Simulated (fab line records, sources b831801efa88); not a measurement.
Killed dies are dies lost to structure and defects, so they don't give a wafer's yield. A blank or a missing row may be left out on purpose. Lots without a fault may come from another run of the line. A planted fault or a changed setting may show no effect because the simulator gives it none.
Problem report in the 8D (eight disciplines) form, filled by code | flow gf180mcu | the parts of the form that need people (team, actions taken, sign-off) are left out

1. THE PROBLEM
HV_LDD_RS at GF_HV_LDD_RS_MEAS_53 reads a mean of 406.9 ohm/sq on 6 wafers of 2 lots; wafers without a fault read 418.7 ohm/sq with a standard deviation of 1.2. That is -9.8 standard deviations from the usual mean.
The step: measures by four-point-probe.
First seen on wafer L527.1, day 16 04:22, on film_metro-03. The record holds 39 wafers of 13 lots with a number at this step. Rule for "out", or "out of limits": more than 4 standard deviations from the usual mean. The other wafers with a number count as sound.

2. WHAT IT IS AND WHAT IT IS NOT
question                    | is                           | is not
which readings at this step | HV_LDD_RS                    | -
which lots                  | L527, L528                   | L516, L517, L518, L519, L520, L523, L524, L536, L537, L538, L539
which wafers of those lots  | all that have a number       | -
read on which gauges        | film_metro-02, film_metro-03 | film_metro-04
when                        | from day 16 04:22            | up to then (21 sound wafers); but 12 sound wafers of L536, L537, L538, L539 came after

3. SUSPECTS, AND WHAT RULES EACH OUT
Counting: a tool at a process step up to the reading stays a suspect if it ran every lot that is out and no sound lot after the first of them.
- the gauge at GF_HV_LDD_RS_MEAS_53: ruled out. The wafers that are out were read on 2 gauges (film_metro-02, film_metro-03).
- implanter-04 at GF_HV_LDD_IMPLANT_33: ruled out as a lasting fault. Sound lots L539 ran on it after its first lot that is out, L527 (day 15 05:44).
Left after counting: nothing in the record.

4. THE CAUSE (what the simulator had put in)
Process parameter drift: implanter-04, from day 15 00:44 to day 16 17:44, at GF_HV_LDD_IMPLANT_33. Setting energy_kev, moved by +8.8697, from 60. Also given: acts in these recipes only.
Counting ruled it out, wrongly: the rule takes a fault to strike every lot that its tool runs from its start on, and this one did not.

5. THE CHAIN OF EFFECTS, in route order
Each row: a reading whose mean over the struck wafers that have a number lies more than 3 standard deviations from the usual. Only readings for which the record gives a usual standard deviation are gone through. hours: the time from each lot's start at the first step in this table that gives one to its start at this step, as a median over the lots. sigmas: the change in usual standard deviations.
hours | step                 | reading         | usual        | on struck wafers | change | sigmas
0     | GF_HV_LDD_IMPLANT_33 | beam_energy_keV | 60.001       | 68.881           | +8.880 | +99 or more
26    | GF_HV_LDD_RS_MEAS_53 | HV_LDD_RS       | 418.7 ohm/sq | 406.9            | -11.8  | -9.8
The process steps in it:
- GF_HV_LDD_IMPLANT_33

6. WHAT WOULD HAVE CAUGHT IT SOONER
In this record the first reading out of limits at a measuring or inspecting step was taken at day 16 04:22, 28 hours after the fault began at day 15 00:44.
The tool's own readings at GF_HV_LDD_IMPLANT_33 were out on every struck wafer that the step has a row for (beam_energy_keV): an alarm limit on them would have fired on the first of those.
